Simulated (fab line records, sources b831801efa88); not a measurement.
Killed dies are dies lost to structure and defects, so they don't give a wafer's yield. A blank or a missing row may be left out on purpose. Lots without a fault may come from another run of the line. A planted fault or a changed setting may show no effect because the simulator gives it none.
One fault seen from 2 desks | flow sfq_line | each desk has only its own numbers; what lay behind them comes last

THE METROLOGY DESK
What the gauges read, lot by lot, whatever tool the lot ran on: means of the sampled wafers that have a number. A lot is out of limits, marked OUT, if its mean lies more than 4 standard deviations from the usual mean; the brackets give that distance.
Columns: A = I0_BOW at SFQ_I0_BOW_MEAS_907, usual 0 um
lot  | first seen here | A
L738 | day 13 01:07    | -3
L741 | day 14 11:49    | -3
L742 | day 15 00:52    | 1
L743 | day 15 10:26    | 8
L746 | day 16 09:25    | 7
L747 | day 16 16:46    | 0
L748 | day 17 01:08    | -1
L749 | day 17 06:16    | 3
L750 | day 17 09:34    | 0
L751 | day 17 14:22    | -3
L752 | day 17 19:10    | 5
L753 | day 18 04:53    | -14
L757 | day 19 09:45    | 6
L761 | day 20 20:29    | 5
This desk's finding: nothing out of limits on any of the 14 lots.

THE TOOL OWNER'S DESK: cmp-02
The tool's own readings at SFQ_TRILAYER_I0_CMP_CMP_028 (polishes SiO2): means of the sampled wafers that have a number, for each lot that ran on this tool. A lot is out of limits, marked OUT, if its mean lies more than 4 standard deviations from the usual mean; the brackets give that distance.
Columns: A = head_pressure_psi at SFQ_TRILAYER_I0_CMP_CMP_028, usual 3.000 psi; B = motor_current_A at SFQ_TRILAYER_I0_CMP_CMP_028, usual 10.5 A; C = time_to_endpoint_s at SFQ_TRILAYER_I0_CMP_CMP_028, usual 215 s
lot  | first seen here | A     | B    | C
L738 | day 12 22:37    | 3.003 | 11.0 | 218
L742 | day 14 21:50    | 3.000 | 10.7 | 219
L743 | day 15 07:26    | 3.007 | 10.5 | 216
L747 | day 16 14:43    | 3.004 | 10.7 | 209
L749 | day 17 03:43    | 3.001 | 11.0 | 208
L750 | day 17 07:04    | 3.001 | 10.4 | 228
L751 | day 17 11:52    | 2.998 | 11.1 | 225
This desk's finding: nothing out of limits on any of the 7 lots.

PUT TOGETHER
The metrology desk saw nothing out of limits.
The tool owner's desk saw nothing out of limits.

WHAT THE SIMULATOR HAD PUT IN
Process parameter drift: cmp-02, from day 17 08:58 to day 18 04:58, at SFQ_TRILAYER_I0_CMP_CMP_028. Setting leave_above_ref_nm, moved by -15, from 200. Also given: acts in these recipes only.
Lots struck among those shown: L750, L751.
